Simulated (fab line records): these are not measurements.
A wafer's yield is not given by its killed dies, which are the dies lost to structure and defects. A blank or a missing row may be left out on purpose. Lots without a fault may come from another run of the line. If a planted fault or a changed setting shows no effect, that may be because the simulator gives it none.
One fault through the eyes of 2 desks + flow gf180mcu + numbers are kept per desk, each desk with only its own; the story behind them comes last

## DESK OF THE TOOL OWNER: pvd sputter-04
The tool's own readings at GF_M1_SPUTTER_00 (material Ti, target thk 37.5 nm, time 150 s): means of the sampled wafers that have a number, for each lot that ran on this tool. Marked OUT: a lot whose mean sits more than 4 standard deviations from the usual mean, which makes it out of limits; the brackets give that distance.
Columns: A = cathode dc power W at GF_M1_SPUTTER_00, usual 4000.0 W; B = chamber pressure pa at GF_M1_SPUTTER_00, usual 2.000 Pa; C = throttle valve pct at GF_M1_SPUTTER_00, usual 30.2 %
| lot  | first seen here | A      | B                | C    |
|------|-----------------|--------|------------------|------|
| L834 | day 18 16:43    | 4000.1 | 1.997            | 30.3 |
| L835 | day 18 21:44    | 4000.7 | 1.998            | 30.1 |
| L838 | day 20 01:56    | 4000.0 | 1.965 (-8.7) OUT | 30.4 |
| L839 | day 20 04:40    | 3999.8 | 1.929 (-18) OUT  | 30.6 |
| L846 | day 23 02:37    | 4000.4 | 2.001            | 30.4 |
| L851 | day 24 08:17    | 4000.1 | 2.002            | 30.1 |
This desk's finding: out of limits on L838, L839; first on L838, day 20 01:56 (chamber pressure pa at GF_M1_SPUTTER_00). L834, L835, L846, L851: within limits.

## AT THE METROLOGY DESK
Lot by lot, what the gauges showed, no matter which tool ran the lot: averages of those sampled wafers that carry a number. Marked OUT: a lot whose mean sits more than 4 standard deviations from the usual mean, which makes it out of limits; the brackets give that distance.
Columns: A = CONTACT_W_RS at GF_CONTACT_RS_MEAS_25, usual 0.394 ohm/sq; B = CONTACT_W_THK at GF_CONTACT_THK_MEAS_26, usual 282 nm
| lot  | first seen here | A     | B   |
|------|-----------------|-------|-----|
| L834 | day 18 16:14    | 0.392 | 286 |
| L835 | day 18 21:17    | 0.396 | 279 |
| L838 | day 20 01:29    | 0.396 | 282 |
| L839 | day 20 04:13    | 0.390 | 286 |
| L846 | day 23 02:12    | 0.398 | 276 |
| L851 | day 24 07:49    | 0.391 | 287 |
Result from this desk: across the 6 lots, nothing is out of limits.

## BROUGHT TOGETHER
On L838, L839, at day 20 01:56, an alarm was possible from the tool owner's desk.
At the metrology desk, nothing out of limits was observed.
The metrology desk holds a record of L838, L839, inside its limits.
All the named lots went through GF_M1_SPUTTER_00 on pvd sputter-04.

## WHAT WAS PUT IN BY THE SIMULATOR
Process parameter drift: pvd sputter-04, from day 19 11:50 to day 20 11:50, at GF_M1_SPUTTER_00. Setting chamber pressure pa shifted by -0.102 from 2. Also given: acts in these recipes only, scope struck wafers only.
Lots struck among those shown: L838, L839.
Time in hours from fault onset to the first out-of-limits reading at each desk: the tool owner's desk, 14.
